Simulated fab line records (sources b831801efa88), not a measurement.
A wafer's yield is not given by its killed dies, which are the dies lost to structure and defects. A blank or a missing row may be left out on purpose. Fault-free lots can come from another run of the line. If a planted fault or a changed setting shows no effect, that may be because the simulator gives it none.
fab line records	flow sky130
record: lots: 14	wafers: 42	last_day: 50
route steps=708 shown POLY_GATE@228 LDD_P@263 LDD_LDN@300 SD_P@331 PAD_OPEN@708
lots with no fault: from the same line, run without faults
start_h: the number of hours between the record's first day and the start of the first shown wafer of the lot	wait_h: hours since the lot's step before	" same as the row above	L1.1+2: a row that stands for several wafers	- no value, or no start given	* or withheld: withheld	< > ~ a bound
route shown NAME@n: a module of which the file shows steps, and the number in the route of the first	usual: mean/standard deviation of fault-free wafers	same: alike in all rows	chamber/n: place in a boat	sites: readings site by site	_std_site: their standard deviation	_edge_site: the outer-site mean with the inner-site mean subtracted	radius_mm: how far each site lies from the wafer's centre	mask NAME#n: copy n	behind: the last tool/chamber to shape the wafer	hold: cause of the lot's hold/its duration in hours/its outcome	device: the transistor (n, p or np) that didn't switch	end of line: the same wafers' tests at the end of the route	a step without rows: its recipe alone	killed: the dies lost at the first sort to structure and to defects; this is not the yield of the wafer	map: a wafer's dies, marking killed ones x, the rest . and places with no die _
set.NAME: the run value of the setting; set.NAME@STEP: its run value at that earlier step	model.NAME: the simulator's own value behind a step, which no gauge read
route steps across a sampled set of lots; one table per step, one row per wafer
services: the hour from which a tool's chamber was out of use, counted from the record's first day as start_h (under 0 if before that day), plus the number of hours and why
== steps ==
step: SKY_POLY_GATE_OVL_MEAS_14
usual: POLY_GATE_OVL: -2/5.5
lot.wafer	tool	chamber	start_h	wait_h	POLY_GATE_OVL[nm]
L318.1	overlay-01	-	380.45	0.1	-12
L318.2	"	-	"	"	0
L318.4	"	-	"	"	0
L319.1	overlay-02	-	380.80	0.1	7
L319.3	"	-	"	"	2
L319.5	"	-	"	"	-1
L321.1	overlay-01	-	391.05	0.1	-7
L321.3	"	-	"	"	-2
L321.6	"	-	"	"	0
L323.1	overlay-02	-	443.68	0.1	0
L323.4	"	-	"	"	4
L323.6	"	-	"	"	-3
L328.2	overlay-02	-	484.84	0.1	-10
L328.5	"	-	"	"	2
L328.6	"	-	"	"	-10
L327.1	overlay-02	-	487.03	0.1	-2
L327.2	"	-	"	"	5
L327.4	"	-	"	"	-1
L326.2	overlay-01	-	487.21	0.1	-6
L326.4	"	-	"	"	-5
L326.5	"	-	"	"	0
L330.1	overlay-02	-	505.05	0.1	-8
L330.3	"	-	"	"	-9
L330.5	"	-	"	"	0
L334.3	overlay-02	-	527.56	0.1	2
L334.4	"	-	"	"	3
L334.5	"	-	"	"	-1
L333.1	overlay-02	-	530.15	0.1	-8
L333.2	"	-	"	"	-1
L333.4	"	-	"	"	3
L336.2	overlay-01	-	541.31	0.1	-15
L336.3	"	-	"	"	-11
L336.4	"	-	"	"	-8
L338.2	overlay-01	-	549.56	0.1	-10
L338.3	"	-	"	"	-7
L338.5	"	-	"	"	-4
L340.4	overlay-02	-	558.01	0.1	-7
L340.5	"	-	"	"	2
L340.6	"	-	"	"	-10
L339.2	overlay-02	-	562.54	0.1	-1
L339.3	"	-	"	"	-4
L339.5	"	-	"	"	-3
step: SKY_LDD_P_OVL_MEAS_08
usual: LDD_P_OVL: -0.1/1.2
lot.wafer	tool	chamber	start_h	wait_h	LDD_P_OVL[nm]
L319.1	overlay-01	-	443.96	0.1	-0.3
L319.3	"	-	"	"	-0.9
L319.5	"	-	"	"	-1.2
L318.1	overlay-02	-	445.99	0.1	-0.5
L318.2	"	-	"	"	2.8
L318.4	"	-	"	"	-0.1
L321.1	overlay-02	-	454.65	0.1	-0.4
L321.3	"	-	"	"	0.5
L321.6	"	-	"	"	0.9
L323.1	overlay-02	-	509.54	0.1	1.7
L323.4	"	-	"	"	1.4
L323.6	"	-	"	"	3.6
L328.2	overlay-02	-	549.39	0.1	1.0
L328.5	"	-	"	"	0.7
L328.6	"	-	"	"	-0.2
L327.1	overlay-02	-	550.56	0.1	-0.9
L327.2	"	-	"	"	0.0
L327.4	"	-	"	"	0.2
L326.2	overlay-02	-	551.11	0.1	1.1
L326.4	"	-	"	"	0.7
L326.5	"	-	"	"	-0.1
L330.1	overlay-02	-	567.54	0.1	2.3
L330.3	"	-	"	"	-0.7
L330.5	"	-	"	"	0.8
L334.3	overlay-02	-	590.68	0.1	0.1
L334.4	"	-	"	"	1.4
L334.5	"	-	"	"	0.3
L333.1	overlay-01	-	592.44	0.1	-0.2
L333.2	"	-	"	"	0.1
L333.4	"	-	"	"	0.6
L336.2	overlay-02	-	603.86	0.1	-0.2
L336.3	"	-	"	"	-0.5
L336.4	"	-	"	"	-0.3
L338.2	overlay-02	-	611.79	0.1	-0.2
L338.3	"	-	"	"	0.6
L338.5	"	-	"	"	-0.4
L340.4	overlay-02	-	618.71	0.1	-0.8
L340.5	"	-	"	"	0.7
L340.6	"	-	"	"	-1.7
L339.2	overlay-01	-	624.97	0.1	-1.2
L339.3	"	-	"	"	-1.1
L339.5	"	-	"	"	-0.8
step: SKY_LDD_LDN_IMPLANT_11
recipe: species: As	energy_kev: 15	dose_cm2: 1.25e+13	tilt_deg: withheld	rotation_deg: 293
usual: beam_energy_keV: 14.999/0.0045
lot.wafer	tool	chamber	start_h	wait_h	beam_energy_keV
L319.1	implanter-02	0	536.30	0.1	14.996
L319.3	"	0	"	"	14.998
L319.5	"	0	"	"	14.996
L318.1	implanter-03	0	538.47	0.1	14.993
L318.2	"	0	"	"	15.004
L318.4	"	0	"	"	14.996
L321.1	implanter-01	0	546.32	0.1	14.996
L321.3	"	0	"	"	15.003
L321.6	"	0	"	"	14.999
L323.1	implanter-02	0	601.18	0.1	14.998
L323.4	"	0	"	"	14.994
L323.6	"	0	"	"	14.997
L328.2	implanter-02	0	638.19	0.1	15.700
L328.5	"	0	"	"	15.704
L328.6	"	0	"	"	15.700
L327.1	implanter-01	0	638.78	0.1	15.007
L327.2	"	0	"	"	14.998
L327.4	"	0	"	"	14.993
L326.2	implanter-02	0	640.47	0.1	15.702
L326.4	"	0	"	"	15.703
L326.5	"	0	"	"	15.705
L330.1	implanter-01	0	656.79	0.1	14.998
L330.3	"	0	"	"	14.996
L330.5	"	0	"	"	15.002
L334.3	implanter-01	0	677.48	0.1	14.996
L334.4	"	0	"	"	15.002
L334.5	"	0	"	"	14.996
L333.1	implanter-03	0	678.89	0.1	14.997
L333.2	"	0	"	"	14.994
L333.4	"	0	"	"	15.002
L336.2	implanter-01	0	689.17	0.1	14.990
L336.3	"	0	"	"	15.000
L336.4	"	0	"	"	14.995
L338.2	implanter-01	0	697.49	0.1	15.001
L338.3	"	0	"	"	15.001
L338.5	"	0	"	"	15.000
L340.4	implanter-01	0	706.14	0.1	14.998
L340.5	"	0	"	"	14.998
L340.6	"	0	"	"	15.006
L339.2	implanter-01	0	709.32	0.1	14.993
L339.3	"	0	"	"	14.992
L339.5	"	0	"	"	14.996
step: SKY_SD_P_TW_MEAS_11
usual: SD_P_TW: 2810/15
lot.wafer	tool	chamber	start_h	wait_h	SD_P_TW
L319.1	film_metro-03	-	598.00	0.1	2807
L319.3	"	-	"	"	2787
L319.5	"	-	"	"	2800
L318.1	film_metro-02	-	601.67	0.1	2800
L318.2	"	-	"	"	2791
L318.4	"	-	"	"	2781
L321.1	film_metro-01	-	611.42	0.1	2820
L321.3	"	-	"	"	2802
L321.6	"	-	"	"	2843
L323.1	film_metro-02	-	661.46	0.1	2815
L323.4	"	-	"	"	2808
L323.6	"	-	"	"	2802
L328.2	film_metro-01	-	696.27	0.1	2811
L328.5	"	-	"	"	2831
L328.6	"	-	"	"	2824
L327.1	film_metro-02	-	697.90	0.1	2813
L327.2	"	-	"	"	2810
L327.4	"	-	"	"	2817
L326.2	film_metro-01	-	700.66	0.1	2824
L326.4	"	-	"	"	2830
L326.5	"	-	"	"	2822
L330.1	film_metro-03	-	715.35	0.1	2786
L330.3	"	-	"	"	2776
L330.5	"	-	"	"	2790
L334.3	film_metro-02	-	737.70	0.1	2814
L334.4	"	-	"	"	2832
L334.5	"	-	"	"	2821
L333.1	film_metro-01	-	738.76	0.1	2800
L333.2	"	-	"	"	2804
L333.4	"	-	"	"	2813
L336.2	film_metro-01	-	746.88	0.1	2811
L336.3	"	-	"	"	2816
L336.4	"	-	"	"	2804
L338.2	film_metro-02	-	755.32	0.1	2828
L338.3	"	-	"	"	2803
L338.5	"	-	"	"	2802
L340.4	film_metro-01	-	763.85	0.1	2809
L340.5	"	-	"	"	2816
L340.6	"	-	"	"	2811
L339.2	film_metro-02	-	766.18	0.1	2800
L339.3	"	-	"	"	2810
L339.5	"	-	"	"	2810
step: SKY_PAD_OPEN_PROBE_99
usual: killed_at_M0_to_M3: 44/6.2	killed_at_M4_up: 3.3/1.8	killed_at_contacts: 25/5.8	killed_at_front_end: 15/4	killed_at_other: 0.3/0.49	killed_dies: 88/8.8	killed_open: 48/6.5	killed_short: 39/6.3
same: gross_dies: 492	killed_at_back_side: 0
lot.wafer	tool	chamber	start_h	wait_h	killed_at_M0_to_M3	killed_at_M4_up	killed_at_contacts	killed_at_front_end	killed_at_other	killed_dies	killed_open	killed_short
L321.1	prober-01	-	1096.90	0.1	50	3	21	13	1	88	44	44
L321.3	prober-01	-	1097.00	0.2	39	3	26	14	0	82	48	34
L321.6	prober-01	-	1097.15	0.2	37	5	26	18	0	86	41	45
L323.1	prober-01	-	1128.26	0.1	44	2	33	11	0	90	54	36
L323.4	prober-01	-	1128.41	0.2	38	3	28	16	1	86	50	36
L323.6	prober-01	-	1128.51	0.2	38	3	15	14	0	70	32	38
L328.2	prober-01	-	1153.11	0.1	43	4	19	24	0	90	42	48
L328.5	prober-01	-	1153.26	0.2	42	5	22	19	0	88	45	43
L328.6	prober-01	-	1153.31	0.2	43	2	18	21	0	84	51	33
L327.1	prober-02	-	1154.65	0.1	34	5	29	19	0	87	46	41
L327.2	prober-02	-	1154.70	0.1	43	0	21	19	0	83	44	39
L327.4	prober-02	-	1154.80	0.2	48	2	30	19	0	99	61	38
L326.2	prober-01	-	1157.25	0.1	49	1	17	14	0	81	45	36
L326.4	prober-01	-	1157.35	0.2	44	6	30	13	0	93	46	47
L326.5	prober-01	-	1157.40	0.2	44	6	18	18	1	87	45	42
L330.1	prober-02	-	1166.74	0.1	37	2	24	16	0	79	46	33
L330.3	prober-02	-	1166.84	0.2	46	4	31	16	0	97	51	46
L330.5	prober-02	-	1166.94	0.2	39	4	18	15	0	76	49	27
L334.3	prober-02	-	1182.77	0.2	49	3	22	19	1	94	60	32
L334.4	prober-02	-	1182.82	0.2	40	3	26	12	1	82	40	40
L334.5	prober-02	-	1182.87	0.2	45	3	22	20	0	90	52	37
L340.4	prober-02	-	1200.02	0.2	47	2	42	18	0	109	46	63
L340.5	prober-02	-	1200.07	0.2	47	3	20	22	1	93	56	37
L340.6	prober-02	-	1200.12	0.2	46	5	27	17	0	95	55	40
L339.2	prober-01	-	1201.62	0.1	40	3	27	15	0	85	44	40
L339.3	prober-01	-	1201.67	0.2	47	4	23	10	0	84	50	34
L339.5	prober-01	-	1201.77	0.2	45	3	26	17	0	91	58	32
killed by level:class
L321.1 METAL1:geometric_particle:short=10 CONTACT:geometric_particle:open=8 VIA1:geometric_particle:open=8 VIA1:geometric_particle:short=6 VIA3:geometric_particle:open=6 METAL2:geometric_particle:short=5 FIELD_ISO:geometric_particle:open=4 CONTACT:geometric_particle:short=4
L321.3 VIA1:geometric_particle:open=10 CONTACT:geometric_particle:open=9 VIA2:geometric_particle:open=8 LI_CONTACT:geometric_particle:open=7 VIA2:geometric_particle:short=5 POLY_GATE:geometric_particle:open=4 LOCAL_INTERCONNECT:geometric_particle:short=4 CONTACT:geometric_particle:short=4
L321.6 LOCAL_INTERCONNECT:geometric_particle:short=8 VIA1:geometric_particle:open=7 VIA2:geometric_particle:open=7 POLY_GATE:geometric_particle:open=6 CONTACT:geometric_particle:open=6 FIELD_ISO:geometric_particle:short=5 LI_CONTACT:geometric_particle:short=5 METAL2:geometric_particle:short=5
L323.1 CONTACT:geometric_particle:open=16 VIA1:geometric_particle:open=11 VIA1:geometric_particle:short=7 VIA2:geometric_particle:open=7 CONTACT:geometric_particle:short=6 VIA3:geometric_particle:open=5 FIELD_ISO:geometric_particle:open=4 LOCAL_INTERCONNECT:geometric_particle:short=4
L323.4 CONTACT:geometric_particle:open=14 POLY_GATE:geometric_particle:open=7 VIA3:geometric_particle:open=7 VIA1:geometric_particle:open=6 LI_CONTACT:geometric_particle:open=6 POLY_GATE:geometric_particle:short=4 VIA1:geometric_particle:short=4 METAL3:geometric_particle:short=4
L323.6 VIA1:geometric_particle:open=8 LOCAL_INTERCONNECT:geometric_particle:short=6 VIA2:geometric_particle:open=6 METAL1:geometric_particle:short=5 CONTACT:geometric_particle:open=5 METAL2:geometric_particle:short=5 VIA1:geometric_particle:short=5 POLY_GATE:geometric_particle:open=4
L328.2 FIELD_ISO:geometric_particle:short=10 VIA1:geometric_particle:open=10 CONTACT:geometric_particle:open=8 VIA1:geometric_particle:short=7 LI_CONTACT:geometric_particle:open=6 METAL1:geometric_particle:short=6 VIA3:geometric_particle:open=5 POLY_GATE:geometric_particle:short=4
L328.5 VIA1:geometric_particle:open=12 CONTACT:geometric_particle:open=10 FIELD_ISO:geometric_particle:short=6 LI_CONTACT:geometric_particle:open=6 METAL1:geometric_particle:short=6 VIA1:geometric_particle:short=5 VIA3:geometric_particle:short=5 FIELD_ISO:geometric_particle:open=4
L328.6 VIA1:geometric_particle:open=14 FIELD_ISO:geometric_particle:short=9 CONTACT:geometric_particle:open=8 LI_CONTACT:geometric_particle:open=6 VIA2:geometric_particle:open=6 METAL2:geometric_particle:short=6 FIELD_ISO:geometric_particle:open=4 METAL1:geometric_particle:open=4
L327.1 CONTACT:geometric_particle:open=12 VIA1:geometric_particle:open=11 LI_CONTACT:geometric_particle:open=9 FIELD_ISO:geometric_particle:short=5 FIELD_ISO:geometric_particle:open=5 METAL4:geometric_particle:short=5 SPACER:geometric_particle:short=4 METAL2:geometric_particle:short=4
L327.2 VIA1:geometric_particle:short=11 VIA1:geometric_particle:open=10 CONTACT:geometric_particle:open=9 FIELD_ISO:geometric_particle:short=6 VIA2:geometric_particle:open=6 VIA3:geometric_particle:open=5 SPACER:geometric_particle:short=4 LI_CONTACT:geometric_particle:open=4
L327.4 VIA1:geometric_particle:open=14 CONTACT:geometric_particle:open=12 VIA2:geometric_particle:open=9 CONTACT:geometric_particle:short=8 METAL2:geometric_particle:short=7 FIELD_ISO:geometric_particle:open=6 LI_CONTACT:geometric_particle:open=5 FIELD_ISO:geometric_particle:short=4
L326.2 VIA2:geometric_particle:open=9 VIA1:geometric_particle:open=8 METAL1:geometric_particle:short=7 VIA3:geometric_particle:open=6 LI_CONTACT:geometric_particle:open=5 VIA3:geometric_particle:short=5 FIELD_ISO:geometric_particle:open=4 POLY_GATE:geometric_particle:open=4
L326.4 VIA1:geometric_particle:open=12 LOCAL_INTERCONNECT:geometric_particle:short=10 CONTACT:geometric_particle:open=8 CONTACT:geometric_particle:short=6 VIA2:geometric_particle:open=5 METAL1:geometric_particle:short=5 METAL4:geometric_particle:short=5 METAL2:geometric_particle:short=4
L326.5 VIA1:geometric_particle:open=8 LI_CONTACT:geometric_particle:open=8 METAL1:geometric_particle:short=8 VIA2:geometric_particle:open=8 VIA3:geometric_particle:open=6 VIA3:geometric_particle:short=5 POLY_GATE:geometric_particle:short=4 CONTACT:geometric_particle:open=4
L330.1 CONTACT:geometric_particle:open=9 VIA1:geometric_particle:open=8 VIA2:geometric_particle:open=8 METAL1:geometric_particle:short=6 FIELD_ISO:geometric_particle:open=5 POLY_GATE:geometric_particle:short=5 METAL2:geometric_particle:short=5 LOCAL_INTERCONNECT:geometric_particle:short=5
L330.3 VIA1:geometric_particle:open=10 LOCAL_INTERCONNECT:geometric_particle:short=10 CONTACT:geometric_particle:open=9 METAL3:geometric_particle:short=9 LI_CONTACT:geometric_particle:open=8 VIA2:geometric_particle:open=8 POLY_GATE:geometric_particle:open=5 VIA3:geometric_particle:open=5
L330.5 CONTACT:geometric_particle:open=11 METAL1:geometric_particle:short=7 VIA1:geometric_particle:open=7 VIA2:geometric_particle:open=7 VIA3:geometric_particle:open=6 FIELD_ISO:geometric_particle:open=5 FIELD_ISO:geometric_particle:short=3 POLY_GATE:geometric_particle:open=3
L334.3 VIA1:geometric_particle:open=13 LI_CONTACT:geometric_particle:open=8 VIA3:geometric_particle:open=8 CONTACT:geometric_particle:open=7 VIA2:geometric_particle:open=7 METAL1:geometric_particle:open=5 FIELD_ISO:geometric_particle:open=4 FIELD_ISO:geometric_particle:short=4
L334.4 VIA1:geometric_particle:open=10 CONTACT:geometric_particle:open=8 LI_CONTACT:geometric_particle:open=7 METAL2:geometric_particle:short=6 LOCAL_INTERCONNECT:geometric_particle:short=5 METAL3:geometric_particle:short=5 VIA3:geometric_particle:open=5 FIELD_ISO:geometric_particle:open=4
L334.5 VIA1:geometric_particle:open=12 VIA2:geometric_particle:open=8 CONTACT:geometric_particle:open=8 CONTACT:geometric_particle:short=7 POLY_GATE:geometric_particle:short=6 POLY_GATE:geometric_particle:open=5 LI_CONTACT:geometric_particle:open=5 METAL1:geometric_particle:short=5
L340.4 CONTACT:geometric_particle:short=11 CONTACT:geometric_particle:open=10 LOCAL_INTERCONNECT:geometric_particle:short=10 VIA1:geometric_particle:open=10 VIA1:geometric_particle:short=9 VIA2:geometric_particle:open=8 POLY_GATE:geometric_particle:short=7 FIELD_ISO:geometric_particle:short=5
L340.5 VIA1:geometric_particle:open=16 CONTACT:geometric_particle:open=9 METAL2:geometric_particle:short=8 POLY_GATE:geometric_particle:open=6 POLY_GATE:geometric_particle:short=5 LI_CONTACT:geometric_particle:open=5 VIA3:geometric_particle:open=5 FIELD_ISO:geometric_particle:short=4
L340.6 CONTACT:geometric_particle:open=11 VIA2:geometric_particle:open=9 VIA1:geometric_particle:open=9 LOCAL_INTERCONNECT:geometric_particle:short=7 LI_CONTACT:geometric_particle:open=6 VIA3:geometric_particle:open=6 VIA1:geometric_particle:short=5 POLY_GATE:geometric_particle:short=4
L339.2 LI_CONTACT:geometric_particle:open=10 VIA3:geometric_particle:short=7 VIA3:geometric_particle:open=7 CONTACT:geometric_particle:open=6 VIA1:geometric_particle:open=6 VIA2:geometric_particle:open=6 FIELD_ISO:geometric_particle:short=5 FIELD_ISO:geometric_particle:open=4
L339.3 VIA1:geometric_particle:open=12 LI_CONTACT:geometric_particle:open=9 CONTACT:geometric_particle:open=8 VIA1:geometric_particle:short=7 VIA2:geometric_particle:open=7 METAL2:geometric_particle:short=5 VIA3:geometric_particle:short=4 POLY_GATE:geometric_particle:short=3
L339.5 VIA1:geometric_particle:open=15 CONTACT:geometric_particle:open=13 VIA2:geometric_particle:open=7 LI_CONTACT:geometric_particle:open=5 METAL3:geometric_particle:short=4 VIA3:geometric_particle:open=4 FIELD_ISO:geometric_particle:open=3 POLY_GATE:geometric_particle:open=3
== services ==
tool	chamber	start_h	hours	kind
implanter-02	-	518.53	4.0	pm
implanter-02	-	561.56	4.1	repair
implanter-02	-	623.38	2.7	repair
implanter-02	-	647.60	0.6	repair
implanter-03	-	688.65	1.4	repair
implanter-03	-	690.07	3.7	pm
implanter-02	-	694.01	4.9	pm
== key ==
first_sign: step: SKY_LDD_LDN_IMPLANT_11	reading: beam_energy_keV	direction: up	sigmas: 99+	usual: *	struck: *
effect none on later readings
met_at SKY_LDD_LDN_IMPLANT_11
struck_lots L326,L328
tester_left_out L326,L328
not_acting_at SKY_POLY_GATE_OVL_MEAS_14,SKY_LDD_P_OVL_MEAS_08,SKY_SD_P_TW_MEAS_11
onset_between 601.18 638.19
fault: kind: process_parameter_drift	tool: implanter-02	chamber: -	onset_h: 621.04	steps: SKY_LDD_LDN_IMPLANT_11	channel: energy_kev	offset: *	shape: step	end_h: 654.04	acts_in: *	stated: *
tester_left_out: of these lots the tester's yield and bins aren't shown, on N5 and GAA mostly nor the transistor test; their killed dies are dies lost to structure and defects alone, not to doping, threshold or leakage, so they don't give the yield
